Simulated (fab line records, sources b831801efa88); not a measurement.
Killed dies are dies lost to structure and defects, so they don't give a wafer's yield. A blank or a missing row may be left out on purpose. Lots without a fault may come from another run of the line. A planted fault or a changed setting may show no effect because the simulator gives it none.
Split-lot experiment | flow sky130 | 5 lots, 23 wafers read, on a route of 708 steps

THE SPLIT
At SKY_CONTACT_HDPCVD_02 (deposits SiO2, target thk 565 nm, time 94.2 s), the setting sih4_flow_sccm was moved away from the recipe's 60 sccm on 9 of the 23 wafers read, by -4.8% to +12.5%. The other wafers ran this setting at the recipe's value.

The file shows no step between the split and the reading.

THE READING
CONTACT_HDPCVD_THK, in nm, at SKY_CONTACT_THK_MEAS_03. Fault-free wafers of this fab line usually give 567 nm, standard deviation 6 nm.

wafer  | tool, chamber at the split | sih4_flow_sccm as run, sccm | against the recipe | CONTACT_HDPCVD_THK, nm | against lot-mates on the recipe
L074.1 | hdpcvd-02, 1               | 57.22                       | -4.6%              | 538                    | -23
L074.2 | hdpcvd-02, 2,1             | 57.22                       | -4.6%              | 536                    | -25
L074.3 | hdpcvd-02, 1               | 60                          | recipe             | 557                    | -
L074.4 | hdpcvd-02, 2               | 60                          | recipe             | 565                    | -
L074.5 | hdpcvd-02, 2,1             | 57.22                       | -4.6%              | 537                    | -24
L076.1 | hdpcvd-01, 2               | 67.47                       | +12.5%             | 647                    | +69
L076.2 | hdpcvd-01, 1,0             | 60                          | recipe             | 575                    | -
L076.3 | hdpcvd-01, 1,0             | 60                          | recipe             | 581                    | -
L076.5 | hdpcvd-01, 2               | 60                          | recipe             | 579                    | -
L076.6 | hdpcvd-01, 1               | 67.47                       | +12.5%             | 645                    | +67
L081.1 | hdpcvd-02, 0               | 60                          | recipe             | 560                    | -
L081.2 | hdpcvd-02, 2,0             | 57.09                       | -4.8%              | 540                    | -18
L081.3 | hdpcvd-02, 1               | 60                          | recipe             | 555                    | -
L081.5 | hdpcvd-02, 1               | 60                          | recipe             | 559                    | -
L081.6 | hdpcvd-02, 2,0             | 57.09                       | -4.8%              | 535                    | -23
L083.2 | hdpcvd-01, 0               | 64.91                       | +8.2%              | 611                    | +39
L083.3 | hdpcvd-01, 1               | 60                          | recipe             | 573                    | -
L083.4 | hdpcvd-01, 2               | 60                          | recipe             | 568                    | -
L083.5 | hdpcvd-01, 0               | 64.91                       | +8.2%              | 609                    | +37
L083.6 | hdpcvd-01, 1               | 60                          | recipe             | 574                    | -
L084.1 | hdpcvd-01, 1               | 60                          | recipe             | 575                    | -
L084.2 | hdpcvd-01, 0               | 60                          | recipe             | 565                    | -
L084.5 | hdpcvd-01, 2               | 60                          | recipe             | 563                    | -
Where a row lists several chambers, the file gives one row for several wafers and doesn't say which wafer went through which chamber.

THE FIT
A straight line over all 23 wafers: CONTACT_HDPCVD_THK changes by +6.08 nm for each +1% of sih4_flow_sccm; r = +0.97; the points scatter about the line by 7.2 nm.
The same after taking each lot's own level away (the mean of its wafers on the recipe; 23 wafers): +5.11 nm for each +1%; r = +0.99; scatter 3.6 nm.
On that fit, the largest move of sih4_flow_sccm shifts the reading by 64 nm.
The lots' own levels span 558.0 to 578.3 nm, that is 3.4 times the standard deviation above.
So the lot-to-lot level changes the slope: the two fits differ.
Check: with one of the wafers moved furthest among these (+12.5%) left out of the fit, the line predicts +62 nm for it against its lot-mates. It came out at +68.7 nm against them.

THE WHOLE CHAIN: every reading that the file lists as answering this split, in the file's order
step                    | what it does                                  | reading                                                                           | change (the file's fit)              | r (the file's)
SKY_CONTACT_HDPCVD_02   | deposits SiO2, target thk 565 nm, time 94.2 s | SiO2_of_CONTACT_HDPCVD_02.thk_nm (the simulator's own value, which no gauge read) | +5.08 nm for each +1% of the setting | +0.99
SKY_CONTACT_THK_MEAS_03 |                                               | CONTACT_HDPCVD_THK                                                                | +5.1 for each +1% of the setting     | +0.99
SKY_CONTACT_CMP_04      | polishes SiO2                                 | time_to_endpoint_s                                                                | withheld for each +1% of the setting | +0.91

THE FILE'S OWN FIT
CONTACT_HDPCVD_THK changes by +5.1 nm for each +1% of sih4_flow_sccm, r = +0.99.
